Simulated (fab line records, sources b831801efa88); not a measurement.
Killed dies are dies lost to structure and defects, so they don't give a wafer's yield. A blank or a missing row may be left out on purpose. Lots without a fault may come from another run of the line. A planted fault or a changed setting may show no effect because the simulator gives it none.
Which tool did it? | flow gf180mcu | 11 lots, 33 wafers sampled, at 3 steps of a route of 602

WHAT THE GAUGES READ, wafer by wafer
GF_V1_OVL_MEAS_15. Usual: V1_OVL 2 nm, standard deviation 5.8.
lot  | measured     | on         | V1_OVL (nm) | flag
L995 | day 19 16:45 | overlay-01 | 1 -11 -10   |
L997 | day 20 14:55 | overlay-02 | -3 2 -5     |
L998 | day 20 17:50 | overlay-02 | -2 -2 0     |
L999 | day 21 16:08 | overlay-01 | 14 15 13    |
L100 | day 21 22:22 | overlay-02 | 8 0 2       |
L101 | day 21 23:43 | overlay-02 | 3 7 -1      |
L103 | day 22 12:55 | overlay-02 | 9 13 10     |
L104 | day 23 02:33 | overlay-01 | 8 4 10      |
L111 | day 25 07:49 | overlay-02 | 10 5 4      |
L114 | day 26 04:27 | overlay-01 | 3 0 1       |
L115 | day 26 10:27 | overlay-02 | -3 -3 3     |

WHICH TOOL RAN EACH LOT (tool, then ch and the chambers of the sampled wafers, then the start)
lot  | GF_M1_METAL_ETCH_16               | GF_V1_CMP_04
L995 | rie_metal-03 ch 0,1, day 18 14:37 | cmp-01 ch 0,1,3, day 18 15:42
L997 | rie_metal-01 ch 0,1, day 19 12:50 | cmp-01 ch 0,1,3, day 19 13:47
L998 | rie_metal-01 ch 0,1, day 19 16:47 | cmp-01 ch 1,2, day 19 17:48
L999 | rie_metal-03 ch 0,1, day 20 14:35 | cmp-01 ch 0,2,3, day 20 15:32
L100 | rie_metal-01 ch 0,1, day 20 20:59 | cmp-02 ch 0,1,2, day 20 22:01
L101 | rie_metal-02 ch 0,1, day 20 22:14 | cmp-02 ch 0,1,3, day 20 23:13
L103 | rie_metal-02 ch 0,1, day 21 11:29 | cmp-02 ch 1,3, day 21 12:25
L104 | rie_metal-02 ch 1, day 22 02:05   | cmp-02 ch 0,1, day 22 03:04
L111 | rie_metal-01 ch 0,1, day 24 08:38 | cmp-02 ch 1,2, day 24 09:33
L114 | rie_metal-01 ch 0,1, day 25 05:32 | cmp-02 ch 0,1, day 25 06:31
L115 | rie_metal-02 ch 1, day 25 11:34   | cmp-02 ch 0,3, day 25 12:34
- GF_M1_METAL_ETCH_16: etches the open film in Cl2/BCl3, stops on SiO2, target depth 750.8 nm, time 125.1 s.
- GF_V1_CMP_04: polishes SiO2.

WHAT THE TOOLS THEMSELVES READ (means of the sampled wafers that have a number; where no wafer has one, the mark that the record gives instead)
GF_M1_METAL_ETCH_16. Usual: chamber_pressure_mTorr 8.000 mTorr, standard deviation 0.0079; drypump_motor_current_A 5.7 A, standard deviation 0.48; oes_product_au 0.993 a.u., standard deviation 0.0056; rf_fwd_power_W 795 W, standard deviation 3.1; throttle_valve_pct 28.226 %, standard deviation 0.0099.
lot  | tool         | chamber_pressure_mTorr (mTorr) | drypump_motor_current_A (A) | oes_product_au (a.u.) | rf_fwd_power_W (W) | throttle_valve_pct (%) | flag
L995 | rie_metal-03 | 7.997                          | 6.3                         | 0.992                 | 796                | 28.225                 |
L997 | rie_metal-01 | 8.002                          | 5.8                         | 0.994                 | 795                | 28.231                 |
L998 | rie_metal-01 | 8.005                          | 5.8                         | 0.998                 | 795                | 28.232                 |
L999 | rie_metal-03 | 8.002                          | 6.1                         | 0.989                 | 796                | 28.226                 |
L100 | rie_metal-01 | 8.003                          | 5.7                         | 0.994                 | 795                | 28.225                 |
L101 | rie_metal-02 | 7.995                          | 5.3                         | 0.996                 | 797                | 28.223                 |
L103 | rie_metal-02 | 7.991                          | 5.3                         | 0.988                 | 794                | 28.227                 |
L104 | rie_metal-02 | 7.993                          | 4.9                         | 0.984                 | 796                | 28.235                 |
L111 | rie_metal-01 | 7.997                          | 5.7                         | 0.998                 | 793                | 28.219                 |
L114 | rie_metal-01 | 7.994                          | 5.7                         | 0.991                 | 792                | 28.221                 |
L115 | rie_metal-02 | 8.007                          | 4.9                         | 0.985                 | 793                | 28.237                 |

GF_V1_CMP_04. Usual: motor_current_A 12.1 A, standard deviation 1.3; time_to_endpoint_s 83 s, standard deviation 5.4.
lot  | tool   | motor_current_A (A) | time_to_endpoint_s (s) | flag
L995 | cmp-01 | 12.0                | 85                     |
L997 | cmp-01 | 12.3                | 86                     |
L998 | cmp-01 | 11.4                | 84                     |
L999 | cmp-01 | 12.3                | 78                     |
L100 | cmp-02 | 12.1                | 89                     |
L101 | cmp-02 | 12.3                | 88                     |
L103 | cmp-02 | 11.4                | 103                    | OFF
L104 | cmp-02 | 13.0                | 109                    | OFF
L111 | cmp-02 | 10.9                | 83                     |
L114 | cmp-02 | 13.2                | 90                     |
L115 | cmp-02 | 13.4                | 89                     |

THE ANSWER, worked out from the rows above alone
Rule: a lot is off if the mean of its wafers that have a number lies more than 3 standard deviations from the usual mean. A lot without any number at a reading at which 4 lots or more have one is off too. The other lots that the step has rows for count as sound. The gauges are gone through in route order, then the tools' own readings, and for those a lot's mean is taken as printed above. The first step at which some lot is off is used, and at that step the reading that is off furthest; a lot without a number counts as furthest.
Off: L103, L104, at GF_V1_CMP_04 (time_to_endpoint_s).
A tool fits if, at that step or a process step before it, it ran every lot that is off, and no sound lot after the first of them. None of those tried fits.

WHAT THE SIMULATOR HAD PUT IN
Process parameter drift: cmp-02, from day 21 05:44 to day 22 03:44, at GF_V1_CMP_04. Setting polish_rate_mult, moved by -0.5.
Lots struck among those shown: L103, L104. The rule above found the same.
